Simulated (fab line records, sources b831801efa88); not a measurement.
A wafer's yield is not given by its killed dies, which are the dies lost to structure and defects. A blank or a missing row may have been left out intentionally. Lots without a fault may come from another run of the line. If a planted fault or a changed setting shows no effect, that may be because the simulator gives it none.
A lot that was struck, set against a sound lot + flow gf180mcu + 16 out of 602 route steps
Sound: the wafers L176.2, L176.5, L176.6. Struck: wafers L181.1, L181.4. (L181.2 of the same lot was not struck and is left out.) The cause comes at the end.
For every step that has rows: the tool of each side, followed by ch and its chambers, followed by its first start. Under that, the readings that differ: sound wafers + struck wafers + difference of the means + sigmas: that difference in standard deviations of wafers without a fault.
alike: a reading whose means differ by less than 2 such deviations, as well as words and numbers matching on both sides. not compared: withheld readings; readings where some wafer has no value; bounds like >300 that might hide an equal value; numbers whose values overlap and for which the record gives no deviation.
Wherever a step has rows on one side only, a row that says differs or no value, or a row with sigmas, the two part there. Numbers that don't overlap but have no deviation are shown without sigmas and don't part them. A reading that every wafer of one side lacks parts them only if that side has two wafers or more.

first, 3 steps without rows for these wafers: GF_V2_EXPOSE_11 (exposes mask Via2, target cd 260 nm); GF_V2_PEB_12 (peb time 90 s); GF_V2_DEVELOP_13 (develop time 60 s).
GF_V2_CD_MEAS_14: the cd target is 260 nm.
  sound on cd sem-02 at day 22 17:41; struck on cd sem-02 at day 24 18:47
  alike: cd nm
GF_V2_OVL_MEAS_15:
  sound on overlay-02 at day 22 17:47; struck on overlay-02 at day 24 18:55
  alike: V2_OVL
GF_V2_ETCH_16: etches BARC in N2/H2.
  sound on rie diel-02 ch 0,3, day 22 17:49; struck on rie diel-02 ch 1, day 24 18:57
  alike: drypump motor current A, oes product au, throttle valve pct
GF_V2_ETCH_17: etches SiO2 in C4F8/O2/Ar, stops on TiN, target depth 630 nm.
  sound: rie diel-02 ch 0,3; struck: rie diel-02 ch 1
  alike: oes product au
GF_V2_STRIP_18: strips in O2/N2.
  sound on plasma asher-01 ch 0,1, day 22 17:56; struck on plasma asher-04 ch 0, day 24 19:05
  alike: drypump motor current A, heater power w, oes product au
  not compared: rf hours counter h
then, 2 steps without rows for these wafers: GF_V2_STRIP_19 (strips in post etch residue remover, time 1200 s); GF_V2_CLEAN_20 (cleans in DIW).
GF_V2_SPUTTER_21: material Ti, target thk 15 nm, time 80.02 s.
  sound on pvd sputter-04 at day 22 18:29; struck on pvd sputter-03 at day 24 19:37
  alike: throttle valve pct
then, 1 step without rows for these wafers: GF_V2_SPUTTER_22 (material TiN, target thk 10 nm, time 40 s).
GF_V2_CVD_23: deposits W, target thk 350 nm, time 104.94 s.
  sound on cvd w-02 ch 0,1, day 22 18:35; struck on cvd w-01 ch 0, day 24 19:43
| reading                          | sound             | struck      | difference | sigmas |
|----------------------------------|-------------------|-------------|------------|--------|
| model.W_of_V2_CVD_23.thk nm (nm) | 346.5 347.9 348.4 | 327.7 329.9 | -18.8      |        |
  alike: heater power w
GF_V2_RS_MEAS_24: a four-point-probe measurement.
  sound on film metro-01 at day 22 18:43; struck on film metro-01 at day 24 20:08
| reading          | sound             | struck      | difference | sigmas |
|------------------|-------------------|-------------|------------|--------|
| V2_W_RS (ohm/sq) | 0.331 0.330 0.329 | 0.350 0.347 | +0.018     | +3     |
  not compared: hold
GF_V2_THK_MEAS_25: measures by xrf.
  sound on film metro-01 at day 22 18:49; struck on film metro-01 at day 25 04:02
| reading       | sound       | struck  | difference | sigmas |
|---------------|-------------|---------|------------|--------|
| V2_W_THK (nm) | 352 352 351 | 329 332 | -21        | -3     |
  not compared: hold
GF_V2_CMP_26: polishes, stops on SiO2, t overpolish 15 s, target thk 0 nm.
  sound on cmp-01 ch 0,2,3, day 22 18:58; struck on cmp-01 ch 0,1, day 25 07:06
| reading | sound | struck                                            | difference                   | sigmas |
|---------|-------|---------------------------------------------------|------------------------------|--------|
| hold    | - - - | await dispo/3.0h/release await dispo/3.0h/release | no value on the sound wafers |        |
  alike: motor current A

WHERE THEY PART
First at GF_V2_RS_MEAS_24; last, within this record, at GF_V2_CMP_26.

WHY: what the simulator had put in
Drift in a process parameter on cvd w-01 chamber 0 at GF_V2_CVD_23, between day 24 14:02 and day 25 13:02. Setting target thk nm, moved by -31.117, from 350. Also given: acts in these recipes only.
